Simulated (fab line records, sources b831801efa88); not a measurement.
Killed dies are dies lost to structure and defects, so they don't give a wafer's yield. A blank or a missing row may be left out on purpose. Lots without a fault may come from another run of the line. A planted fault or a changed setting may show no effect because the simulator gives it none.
fab line records | flow sky130
record lots=14 wafers=42 last_day=50
route steps=708 shown POLY_GATE@235 LDD_P@266 LDD_HVN@273
lots that met no fault: from a run of the same line without faults
start_h: hours from the record's first day to the start of the lot's first wafer shown | wait_h: hours since the lot's step before | " the same as in the row above | L1.1+2: a row that stands for several wafers | - no value, or no start given | * or withheld: withheld | < > ~ a bound
route shown NAME@n: a module of which the file shows steps, and the number in the route of the first | usual: mean/standard deviation of fault-free wafers | same: alike in all rows | chamber/n: place in a boat | sites: the reading at each site | _std_site: their standard deviation | _edge_site: outer sites' mean less inner sites' | radius_mm: how far each site lies from the wafer's centre | mask NAME#n: copy n | behind: the tool/chamber that last shaped the wafer | hold: why the lot was held/for how many hours/how that ended | device: the transistor (n, p or np) that didn't switch | end of line: the same wafers' tests at the end of the route | a step without rows: its recipe alone | killed: dies lost to structure and defects at the first sort, not the wafer's yield | map: a wafer's dies, x killed, . not, _ none there
set.NAME: the setting as run; set.NAME@STEP: as run at that earlier step | model.NAME: the simulator's own value behind a step, which no gauge read
steps of the route over a sample of lots; a table a step, a row a wafer
services: from which hour (start_h, from the record's first day; less than 0 if before it) a tool's chamber was out of use, for how many hours, and why
## steps
# step SKY_POLY_GATE_THK_MEAS_21
# recipe reads=SiO2_of_POLY_GATE_OXIDATION_20
# usual POLY_GATE_OXIDATION_THK=4.00/0.071
# columns lot.wafer tool chamber start_h wait_h POLY_GATE_OXIDATION_THK[nm]
L480.2 film_metro-01 - 388.65 0.0 4.02
L480.4 " - " " 3.99
L480.6 " - " " 4.02
L482.1 film_metro-02 - 402.88 0.0 4.06
L482.2 " - " " 4.05
L482.3 " - " " 4.09
L483.2 film_metro-02 - 411.24 0.0 4.09
L483.3 " - " " 4.11
L483.5 " - " " 4.09
L485.1 film_metro-02 - 443.19 0.0 3.96
L485.5 " - " " 3.93
L485.6 " - " " 3.88
L490.1 film_metro-04 - 475.64 0.0 3.90
L490.3 " - " " 3.93
L490.4 " - " " 3.94
L491.1 film_metro-02 - 488.24 0.0 3.94
L491.2 " - " " 4.00
L491.3 " - " " 3.97
L492.1 film_metro-02 - 495.16 0.0 3.91
L492.4 " - " " 3.91
L492.6 " - " " 3.87
L493.1 film_metro-02 - 497.76 0.0 3.92
L493.2 " - " " 3.91
L493.4 " - " " 3.91
L494.1 film_metro-02 - 506.94 0.0 3.99
L494.2 " - " " 3.91
L494.5 " - " " 3.87
L495.1 film_metro-01 - 518.62 0.0 4.09
L495.2 " - " " 4.00
L495.3 " - " " 4.04
L496.2 film_metro-01 - 525.69 0.0 4.05
L496.3 " - " " 4.02
L496.5 " - " " 4.05
L498.2 film_metro-01 - 541.05 0.0 4.06
L498.3 " - " " 4.04
L498.4 " - " " 4.05
L499.1 film_metro-04 - 550.08 0.0 3.99
L499.3 " - " " 4.08
L499.4 " - " " 3.94
L500.2 film_metro-04 - 559.58 0.0 3.85
L500.3 " - " " 3.88
L500.5 " - " " 3.90
# step SKY_LDD_P_TW_MEAS_11
# usual LDD_P_TW=640/4
# columns lot.wafer tool chamber start_h wait_h LDD_P_TW
L480.2 film_metro-03 - 451.16 0.1 639
L480.4 " - " " 646
L480.6 " - " " 640
L482.1 film_metro-01 - 465.96 0.1 636
L482.2 " - " " 643
L482.3 " - " " 638
L483.2 film_metro-03 - 474.40 0.1 645
L483.3 " - " " 646
L483.5 " - " " 646
L485.1 film_metro-02 - 507.30 0.1 643
L485.5 " - " " 638
L485.6 " - " " 636
L490.1 film_metro-03 - 540.29 0.1 644
L490.3 " - " " 646
L490.4 " - " " 644
L491.1 film_metro-03 - 552.45 0.1 645
L491.2 " - " " 645
L491.3 " - " " 638
L492.1 film_metro-01 - 558.30 0.1 636
L492.4 " - " " 640
L492.6 " - " " 638
L493.1 film_metro-01 - 560.74 0.1 640
L493.2 " - " " 637
L493.4 " - " " 640
L494.1 film_metro-03 - 570.64 0.1 644
L494.2 " - " " 647
L494.5 " - " " 642
L495.1 film_metro-01 - 581.89 0.1 634
L495.2 " - " " 636
L495.3 " - " " 634
L496.2 film_metro-02 - 589.50 0.1 637
L496.3 " - " " 635
L496.5 " - " " 635
L498.2 film_metro-02 - 603.91 0.1 638
L498.3 " - " " 638
L498.4 " - " " 638
L499.1 film_metro-02 - 611.80 0.1 636
L499.3 " - " " 640
L499.4 " - " " 638
L500.2 film_metro-01 - 621.01 0.1 634
L500.3 " - " " 637
L500.5 " - " " 638
# step SKY_LDD_HVN_DEVELOP_06
# recipe resist=NOVOLAK developer=TMAH develop_time_s=60 dev_temp_c=23
# usual chill_plate_temp_C=22.99/0.11 develop_time_s=60/0 developer_temp_C=22.99/0.12
# columns lot.wafer tool chamber start_h wait_h chill_plate_temp_C develop_time_s developer_temp_C
L480.2 litho_track-01 0 480.10 0.1 22.89 60 23.00
L480.4 " 0 " " 23.15 60 22.87
L480.6 " 0 " " 23.17 60 22.85
L482.1 litho_track-01 - 496.08 0.1 - - -
L482.2 " - " " - - -
L482.3 " - " " - - -
L483.2 litho_track-01 - 505.25 0.1 - - -
L483.3 " - " " - - -
L483.5 " - " " - - -
L485.1 litho_track-01 0 538.43 0.1 22.92 60 22.75
L485.5 " 0 " " 22.90 60 22.96
L485.6 " 0 " " 22.85 60 22.80
L490.1 litho_track-03 0 570.69 0.1 23.05 60 22.87
L490.3 " 0 " " 23.06 60 22.89
L490.4 " 0 " " 22.89 60 22.90
L491.1 litho_track-03 0 582.79 0.1 23.01 60 22.88
L491.2 " 0 " " 22.84 60 22.85
L491.3 " 0 " " 23.04 60 22.89
L492.1 litho_track-03 0 587.69 0.1 23.05 60 22.90
L492.4 " 0 " " 23.15 60 23.03
L492.6 " 0 " " 23.13 60 23.08
L493.1 litho_track-01 0 590.43 0.1 22.86 60 23.09
L493.2 " 0 " " 23.03 60 22.99
L493.4 " 0 " " 23.01 60 23.12
L494.1 litho_track-03 0 600.34 0.1 22.95 60 22.98
L494.2 " 0 " " 22.87 60 23.23
L494.5 " 0 " " 22.96 60 23.01
L495.1 litho_track-03 0 611.79 0.1 22.88 60 22.92
L495.2 " 0 " " 22.95 60 22.90
L495.3 " 0 " " 23.01 60 22.96
L496.2 litho_track-01 0 619.00 0.1 22.79 60 23.00
L496.3 " 0 " " 22.98 60 23.01
L496.5 " 0 " " 23.11 60 23.08
L498.2 litho_track-03 0 632.56 0.1 22.91 60 23.07
L498.3 " 0 " " 22.94 60 22.92
L498.4 " 0 " " 23.18 60 22.91
L499.1 litho_track-01 0 641.08 0.1 23.10 60 23.14
L499.3 " 0 " " 23.11 60 23.07
L499.4 " 0 " " 23.17 60 23.07
L500.2 litho_track-04 0 650.82 0.1 22.82 60 22.92
L500.3 " 0 " " 22.79 60 22.94
L500.5 " 0 " " 22.69 60 22.96
# step SKY_LDD_HVN_STRIP_09
# recipe chemistry=O2/N2 power_w=1400 pressure_mtorr=1500 platen_temp_c=withheld o2_flow_sccm=3000 n2_flow_sccm=300 overash_fraction=0.5
# usual drypump_motor_current_A=5.6/0.34 oes_product_au=0.408/0.005 strip_time_to_endpoint_s=4.133/0.016
# columns lot.wafer tool chamber start_h wait_h drypump_motor_current_A oes_product_au rf_hours_counter_h strip_time_to_endpoint_s
L480.2 plasma_asher-04 0 480.42 0.1 5.8 0.405 35 4.131
L480.4 " 1 " " 5.7 0.408 - 4.119
L480.6 " 1 " " 5.8 0.404 - 4.159
L482.1 plasma_asher-04 0 496.42 0.1 5.7 0.408 36 4.136
L482.2 " 1 " " 5.7 0.412 36 4.159
L482.3 " 0 " " 5.7 0.400 - 4.140
L483.2 plasma_asher-01 1 505.57 0.1 5.9 0.401 7 4.138
L483.3 " 1 " " 5.9 0.417 - 4.137
L483.5 " 0 " " 6.1 0.404 - 4.131
L485.1 plasma_asher-04 0 538.77 0.1 5.7 0.415 41 4.124
L485.5 " 1 " " 5.7 0.405 - 4.136
L485.6 " 0 " " 5.7 0.404 - 4.121
L490.1 plasma_asher-03 0 571.02 0.1 5.3 0.417 72 4.127
L490.3 " 0 " " 5.3 0.408 - 4.142
L490.4 " 1 " " 5.2 0.407 - 4.138
L491.1 plasma_asher-01 1 583.12 0.1 5.9 0.413 16 4.130
L491.2 " 0 " " 6.1 0.399 16 4.144
L491.3 " 0 " " 6.1 0.406 - 4.113
L492.1 plasma_asher-01 0 588.02 0.1 6.2 0.415 16 4.122
L492.4 " 1 " " 5.9 0.412 - 4.114
L492.6 " 0 " " 6.1 0.406 - 4.163
L493.1 plasma_asher-04 1 590.77 0.1 5.8 0.406 45 4.150
L493.2 " 0 " " 5.8 0.408 45 4.137
L493.4 " 0 " " 5.8 0.409 - 4.141
L494.1 plasma_asher-03 1 600.67 0.1 5.2 0.402 74 4.129
L494.2 " 0 " " 5.3 0.412 74 4.110
L494.5 " 1 " " 5.2 0.408 - 4.110
L495.1 plasma_asher-03 0 612.12 0.1 5.3 0.398 75 4.129
L495.2 " 1 " " 5.2 0.411 75 4.142
L495.3 " 1 " " 5.2 0.404 - 4.130
L496.2 plasma_asher-04 0 619.32 0.1 5.8 0.409 48 4.154
L496.3 " 1 " " 5.8 0.414 - 4.139
L496.5 " 1 " " 5.8 0.410 - 4.135
L498.2 plasma_asher-03 1 632.87 0.1 5.2 0.399 78 4.121
L498.3 " 1 " " 5.2 0.401 - 4.119
L498.4 " 0 " " 5.3 0.411 - 4.135
L499.1 plasma_asher-03 1 641.42 0.1 5.2 0.414 78 4.135
L499.3 " 0 " " 5.3 0.408 - 4.126
L499.4 " 1 " " 5.2 0.407 - 4.136
L500.2 plasma_asher-03 0 651.13 0.1 5.3 0.413 79 4.101
L500.3 " 0 " " 5.3 0.404 - 4.120
L500.5 " 0 " " 5.3 0.414 - 4.129
## services
# columns tool chamber start_h hours kind
plasma_asher-04 - 570.64 15.6 pm
plasma_asher-03 - 587.34 13.0 repair
plasma_asher-01 - 648.10 1.1 repair
## key
first_sign step=SKY_LDD_HVN_DEVELOP_06 reading=tool_record direction=missing
effect none on later readings
met_at SKY_LDD_HVN_DEVELOP_06
struck_lots L482,L483
sort_left_out L482.1,L482.2,L482.3,L483.2,L483.3,L483.5
tester_left_out L482,L483
not_acting_at SKY_POLY_GATE_THK_MEAS_21,SKY_LDD_P_TW_MEAS_11,SKY_LDD_HVN_STRIP_09
onset_between 480.10 496.08
fault kind=skipped_step_whole tool=litho_track-01 chamber=- onset_h=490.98 steps=SKY_LDD_HVN_DEVELOP_06 scope=struck_lots_only
# tester_left_out: of these lots the tester's yield and bins aren't shown, on N5 and GAA mostly nor the transistor test; their killed dies are dies lost to structure and defects alone, not to doping, threshold or leakage, so they don't give the yield
# sort_left_out: the simulated sort isn't trusted on such a fault, so these wafers' sort isn't shown, and their yield isn't known
